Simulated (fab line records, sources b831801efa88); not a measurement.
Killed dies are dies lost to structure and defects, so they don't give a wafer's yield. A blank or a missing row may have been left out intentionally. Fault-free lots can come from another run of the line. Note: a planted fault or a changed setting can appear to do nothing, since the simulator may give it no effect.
fab line records | flow sky130
record lots=13 wafers=39 lastDay=50
route steps=708 shown SONOS_TUNNEL@162 SONOS_ONO@181 LDD_P@264 LDD_HVN@277
lots that met no fault: taken from a fault-free run of the same line
startH: hours from the record's first day to the start of the lot's first wafer shown | waitH: time in hours since the lot's previous step | " identical to the entry in the row above | L1.1+2: one row covering several wafers at once | - value missing, or start not given | * or withheld: withheld | < > ~ a bound
route shown NAME@n: NAME is a module with steps in the file, n the number in the route of the first one | usual: mean/standard deviation of fault-free wafers | same: alike in all rows | chamber/n: place in a boat | sites: readings site by site | _std_site: how widely they spread, as a standard deviation | _edge_site: the outer-site mean with the inner-site mean subtracted | radiusMm: how far each site lies from the wafer's centre | mask NAME#n: copy n | behind: the last tool/chamber to shape the wafer | hold: what put the lot on hold/how long, in hours/how the hold closed | device: which transistor (n, p or np) failed to switch | end of line: at the end of the route, the tests of the same wafers | a step without rows: its recipe alone | killed: dies that structure and defects cost at the first sort, which is not the same as the wafer's yield | map: shows each die of a wafer: x if killed, . if not, _ if none is there
set.NAME: the setting the step ran with; set.NAME@STEP: the setting that earlier step ran with | model.NAME: the simulator's own value behind a step, which no gauge read
the route's steps for a sample of lots (tables are steps, rows are wafers)
services: a tool's chamber out of use, with start hour (startH, from the record's first day; less than 0 if before it), hours out, and reason
## steps
# step SKY_SONOS_TUNNEL_OVL_MEAS_08
# usual SONOS_TUNNEL_OVL=0.0/1.5
# columns lot.wafer tool chamber startH waitH SONOS_TUNNEL_OVL[nm]
L274.2 overlay-01 - 243.22 0.1 0.6
L274.5 " - " " 0.7
L274.6 " - " " 0.7
L275.2 overlay-02 - 250.28 0.1 -0.5
L275.4 " - " " 1.0
L275.6 " - " " -1.3
L276.1 overlay-02 - 260.06 0.1 -0.6
L276.2 " - " " -0.2
L276.3 " - " " -1.0
L278.1 overlay-01 - 292.31 0.1 3.8
L278.4 " - " " 0.8
L278.6 " - " " 3.9
L279.1 overlay-01 - 295.68 0.1 0.7
L279.2 " - " " 1.2
L279.6 " - " " -0.5
L283.2 overlay-02 - 321.74 0.1 -1.9
L283.3 " - " " -0.1
L283.5 " - " " -2.2
L287.1 overlay-01 - 349.21 0.1 0.6
L287.4 " - " " -0.5
L287.5 " - " " 0.0
L289.2 overlay-01 - 364.84 0.1 2.5
L289.3 " - " " 2.3
L289.6 " - " " 2.1
L290.4 overlay-02 - 368.19 0.1 -1.6
L290.5 " - " " -0.6
L290.6 " - " " -1.7
L292.3 overlay-01 - 385.47 0.1 -0.9
L292.5 " - " " -0.2
L292.6 " - " " -0.4
L295.1 overlay-02 - 427.91 0.1 -0.3
L295.4 " - " " 1.0
L295.5 " - " " 0.9
L296.2 overlay-02 - 430.42 0.1 -0.5
L296.5 " - " " -1.9
L296.6 " - " " -1.1
L297.1 overlay-01 - 430.81 0.1 2.0
L297.4 " - " " 1.7
L297.5 " - " " -0.4
# step SKY_SONOS_ONO_CD_MEAS_13
# recipe targetCdNm=410
# usual cdNm=410.6/2.8
# columns lot.wafer tool chamber startH waitH cdNm
L274.2 cdSem-02 - 272.19 0.1 404.8
L274.5 " - " " 407.6
L274.6 " - " " 405.9
L275.2 cdSem-02 - 280.89 0.1 408.5
L275.4 " - " " 409.7
L275.6 " - " " 409.5
L276.1 cdSem-01 - 291.82 0.1 411.5
L276.2 " - " " 410.6
L276.3 " - " " 409.6
L278.1 cdSem-02 - 323.46 0.1 411.5
L278.4 " - " " 413.0
L278.6 " - " " 413.6
L279.1 cdSem-01 - 329.92 0.1 409.1
L279.2 " - " " 408.6
L279.6 " - " " 405.6
L283.2 cdSem-01 - 355.81 0.1 412.0
L283.3 " - " " 413.1
L283.5 " - " " 412.5
L287.1 cdSem-01 - 383.11 0.1 413.8
L287.4 " - " " 413.3
L287.5 " - " " 412.5
L289.2 cdSem-01 - 399.83 0.1 413.7
L289.3 " - " " 415.4
L289.6 " - " " 416.3
L290.4 cdSem-01 - 402.00 0.1 410.1
L290.5 " - " " 407.5
L290.6 " - " " 408.8
L292.3 cdSem-02 - 421.56 0.1 410.1
L292.5 " - " " 409.3
L292.6 " - " " 409.0
L295.1 cdSem-01 - 466.56 0.1 411.2
L295.4 " - " " 410.7
L295.5 " - " " 412.9
L296.2 cdSem-01 - 470.86 0.1 414.3
L296.5 " - " " 415.6
L296.6 " - " " 413.9
L297.1 cdSem-01 - 471.37 0.1 413.5
L297.4 " - " " 413.5
L297.5 " - " " 414.9
# step SKY_LDD_P_IMPLANT_09
# recipe species=BF2 energyKev=25 doseCm2=1e+13 tiltDeg=withheld
# usual faradayCurrentUA=56.4/1.1
# same implantIonAmu=49
# columns lot.wafer tool chamber startH waitH faradayCurrentUA
L274.2 implanter-04 0 420.50 0.0 55.1
L274.5 " 0 " " 55.0
L274.6 " 0 " " 54.4
L275.2 implanter-04 0 431.75 0.0 57.0
L275.4 " 0 " " 56.2
L275.6 " 0 " " 56.9
L276.1 implanter-02 0 444.23 0.0 54.8
L276.2 " 0 " " 58.8
L276.3 " 0 " " 56.2
L278.1 implanter-02 0 483.83 0.0 56.7
L278.4 " 0 " " 55.5
L278.6 " 0 " " 56.1
L279.1 implanter-02 0 491.92 0.0 54.9
L279.2 " 0 " " 57.3
L279.6 " 0 " " 58.2
L283.2 implanter-04 0 517.74 0.0 56.5
L283.3 " 0 " " 57.4
L283.5 " 0 " " 55.5
L287.1 implanter-04 0 546.20 0.0 57.1
L287.4 " 0 " " 58.5
L287.5 " 0 " " 57.4
L289.2 implanter-01 0 563.94 0.0 56.5
L289.3 " 0 " " 58.1
L289.6 " 0 " " 57.5
L290.4 implanter-01 0 565.89 0.1 55.7
L290.5 " 0 " " 54.8
L290.6 " 0 " " 57.3
L290.4 implanter-01 0 566.50 0.6 55.7
L290.5 " 0 " " 54.9
L290.6 " 0 " " 55.3
L292.3 implanter-01 0 583.25 0.1 55.6
L292.5 " 0 " " 55.3
L292.6 " 0 " " 57.1
L292.3 implanter-01 0 583.57 0.3 53.1
L292.5 " 0 " " 55.4
L292.6 " 0 " " 55.2
L295.1 implanter-04 0 625.50 0.0 58.4
L295.4 " 0 " " 57.5
L295.5 " 0 " " 55.3
L296.2 implanter-01 0 631.60 0.0 57.0
L296.5 " 0 " " 54.8
L296.6 " 0 " " 58.2
L297.1 implanter-02 0 632.02 0.0 57.6
L297.4 " 0 " " 58.6
L297.5 " 0 " " 57.4
# step SKY_LDD_P_TW_MEAS_11
# usual LDD_P_TW=639/6.4
# columns lot.wafer tool chamber startH waitH LDD_P_TW
L274.2 filmMetro-03 - 420.74 0.1 630
L274.5 " - " " 629
L274.6 " - " " 632
L275.2 filmMetro-02 - 431.99 0.1 632
L275.4 " - " " 634
L275.6 " - " " 635
L276.1 filmMetro-02 - 444.48 0.1 633
L276.2 " - " " 636
L276.3 " - " " 632
L278.1 filmMetro-02 - 484.08 0.1 635
L278.4 " - " " 632
L278.6 " - " " 633
L279.1 filmMetro-03 - 492.17 0.1 640
L279.2 " - " " 641
L279.6 " - " " 634
L283.2 filmMetro-01 - 517.98 0.1 649
L283.3 " - " " 649
L283.5 " - " " 654
L287.1 filmMetro-03 - 546.45 0.1 638
L287.4 " - " " 639
L287.5 " - " " 637
L289.2 filmMetro-03 - 564.18 0.1 636
L289.3 " - " " 635
L289.6 " - " " 639
L290.4 filmMetro-01 - 566.71 0.1 805
L290.5 " - " " 801
L290.6 " - " " 807
L290.4 filmMetro-01 - 566.93 0.2 805
L290.5 " - " " 805
L290.6 " - " " 803
L292.3 filmMetro-03 - 583.79 0.1 791
L292.5 " - " " 794
L292.6 " - " " 790
L292.3 filmMetro-03 - 584.05 0.2 793
L292.5 " - " " 792
L292.6 " - " " 795
L295.1 filmMetro-02 - 625.75 0.1 632
L295.4 " - " " 628
L295.5 " - " " 635
L296.2 filmMetro-02 - 631.84 0.1 635
L296.5 " - " " 633
L296.6 " - " " 634
L297.1 filmMetro-01 - 632.27 0.1 648
L297.4 " - " " 648
L297.5 " - " " 649
# step SKY_LDD_HVN_TW_MEAS_10
# usual LDD_HVN_TW=1449/18
# columns lot.wafer tool chamber startH waitH LDD_HVN_TW
L274.2 filmMetro-01 - 450.84 0.1 1468
L274.5 " - " " 1457
L274.6 " - " " 1454
L275.2 filmMetro-04 - 462.74 0.1 1441
L275.4 " - " " 1434
L275.6 " - " " 1428
L276.1 filmMetro-04 - 475.43 0.1 1425
L276.2 " - " " 1439
L276.3 " - " " 1435
L278.1 filmMetro-01 - 514.53 0.1 1466
L278.4 " - " " 1473
L278.6 " - " " 1476
L279.1 filmMetro-01 - 522.38 0.1 1479
L279.2 " - " " 1463
L279.6 " - " " 1470
L283.2 filmMetro-01 - 548.39 0.1 1470
L283.3 " - " " 1471
L283.5 " - " " 1476
L287.1 filmMetro-04 - 575.81 0.1 1416
L287.4 " - " " 1422
L287.5 " - " " 1423
L289.2 filmMetro-04 - 593.74 0.1 1430
L289.3 " - " " 1433
L289.6 " - " " 1432
L290.4 filmMetro-01 - 596.04 0.1 1470
L290.5 " - " " 1463
L290.6 " - " " 1457
L292.3 filmMetro-01 - 612.33 0.1 1463
L292.5 " - " " 1465
L292.6 " - " " 1453
L295.1 filmMetro-01 - 654.11 0.1 1463
L295.4 " - " " 1460
L295.5 " - " " 1467
L296.2 filmMetro-02 - 660.04 0.1 1421
L296.5 " - " " 1428
L296.6 " - " " 1429
L297.1 filmMetro-04 - 660.78 0.1 1438
L297.4 " - " " 1434
L297.5 " - " " 1438
## services
# columns tool chamber startH hours kind
implanter-04 - 421.71 7.7 repair
implanter-04 - 487.32 2.7 pm
implanter-04 - 493.38 13.6 pm
implanter-02 - 514.05 2.7 pm
implanter-04 - 515.73 1.7 repair
implanter-04 - 576.45 3.3 repair
implanter-01 - 587.05 3.8 repair
implanter-02 - 587.19 4.0 repair
implanter-04 - 626.87 1.1 repair
## key
firstSign step=SKY_LDD_P_IMPLANT_09 reading=visit direction=added
effect step=SKY_LDD_P_TW_MEAS_11 reading=visit direction=added
effect step=SKY_LDD_P_TW_MEAS_11 reading=LDD_P_TW direction=up sigmas=25 usual=639 struck=798
metAt SKY_LDD_P_IMPLANT_09
struckLots L290,L292
testerLeftOut L290,L292
notActingAt SKY_SONOS_TUNNEL_OVL_MEAS_08,SKY_SONOS_ONO_CD_MEAS_13,SKY_LDD_HVN_TW_MEAS_10
fault kind=repeatedStepWhole tool=implanter-01,implanter-02,implanter-04 chamber=- onsetH=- steps=SKY_LDD_P_IMPLANT_09 times=1 scope=struckLotsOnly
# testerLeftOut: of these lots the tester's yield and bins aren't shown, on N5 and GAA mostly nor the transistor test; their killed dies are dies lost to structure and defects alone, not to doping, threshold or leakage, so they don't give the yield
